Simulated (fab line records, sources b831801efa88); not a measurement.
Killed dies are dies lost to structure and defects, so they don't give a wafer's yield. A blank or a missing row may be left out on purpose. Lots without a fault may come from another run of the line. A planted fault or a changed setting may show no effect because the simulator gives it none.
One fault seen from 2 desks | flow sky130 | each desk has only its own numbers; what lay behind them comes last

THE TOOL OWNER'S DESK: plasma_asher-03
The tool's own readings at SKY_SD_P_STRIP_10 (strips in O2/N2): means of the sampled wafers that have a number, for each lot that ran on this tool. A lot is out of limits, marked OUT, if its mean lies more than 4 standard deviations from the usual mean; the brackets give that distance.
Columns: A = chamber_pressure_mTorr at SKY_SD_P_STRIP_10, usual 1500.0 mTorr; B = drypump_motor_current_A at SKY_SD_P_STRIP_10, usual 6.0 A; C = oes_product_au at SKY_SD_P_STRIP_10, usual 0.617 a.u.; D = strip_time_to_endpoint_s at SKY_SD_P_STRIP_10, usual 17.49 s
lot  | first seen here | A      | B   | C     | D
L732 | day 25 15:04    | 1500.8 | 5.7 | 0.616 | 17.55
L733 | day 25 16:16    | 1501.0 | 5.7 | 0.611 | 17.55
L734 | day 26 08:17    | 1500.6 | 5.7 | 0.617 | 17.57
L750 | day 31 20:18    | 1500.6 | 5.9 | 0.616 | 17.46
L755 | day 33 04:43    | 1500.0 | 5.5 | 0.618 | 17.49
This desk's finding: nothing out of limits on any of the 5 lots.

THE METROLOGY DESK
What the gauges read, lot by lot, whatever tool the lot ran on: means of the sampled wafers that have a number. A lot is out of limits, marked OUT, if its mean lies more than 4 standard deviations from the usual mean; the brackets give that distance.
Columns: A = RES_XHIGH_TW at SKY_RES_XHIGH_TW_MEAS_09, usual 1624
lot  | first seen here | A
L732 | day 26 19:28    | 1613
L733 | day 26 20:42    | 1609
L734 | day 27 13:02    | 1618
L735 | day 27 21:23    | 1625
L738 | day 28 18:14    | 1616
L740 | day 29 22:49    | 1644
L742 | day 30 07:49    | 30 (-99 or more) OUT
L743 | day 30 21:41    | 30 (-99 or more) OUT
L745 | day 31 10:37    | 1618
L748 | day 32 03:08    | 1640
L750 | day 32 23:38    | 1641
L751 | day 33 05:46    | 1621
L754 | day 33 19:03    | 1636
L755 | day 34 06:55    | 1630
This desk's finding: out of limits on L742, L743; first on L742, day 30 07:49 (RES_XHIGH_TW at SKY_RES_XHIGH_TW_MEAS_09). In limits: L732, L733, L734, L735, L738, L740, L745, L748, L750, L751, L754, L755.

PUT TOGETHER
The metrology desk could have raised an alarm at day 30 07:49, on L742, L743.
The tool owner's desk saw nothing out of limits.
The tool owner's desk has no number on record for L742, L743.
Of the lots named, all ran SKY_SD_P_STRIP_10 on plasma_asher-03.

WHAT THE SIMULATOR HAD PUT IN
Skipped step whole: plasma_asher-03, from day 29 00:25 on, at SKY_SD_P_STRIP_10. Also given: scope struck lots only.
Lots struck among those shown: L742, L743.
Hours from the fault's start to each desk's first reading out of limits: the metrology desk, 31.
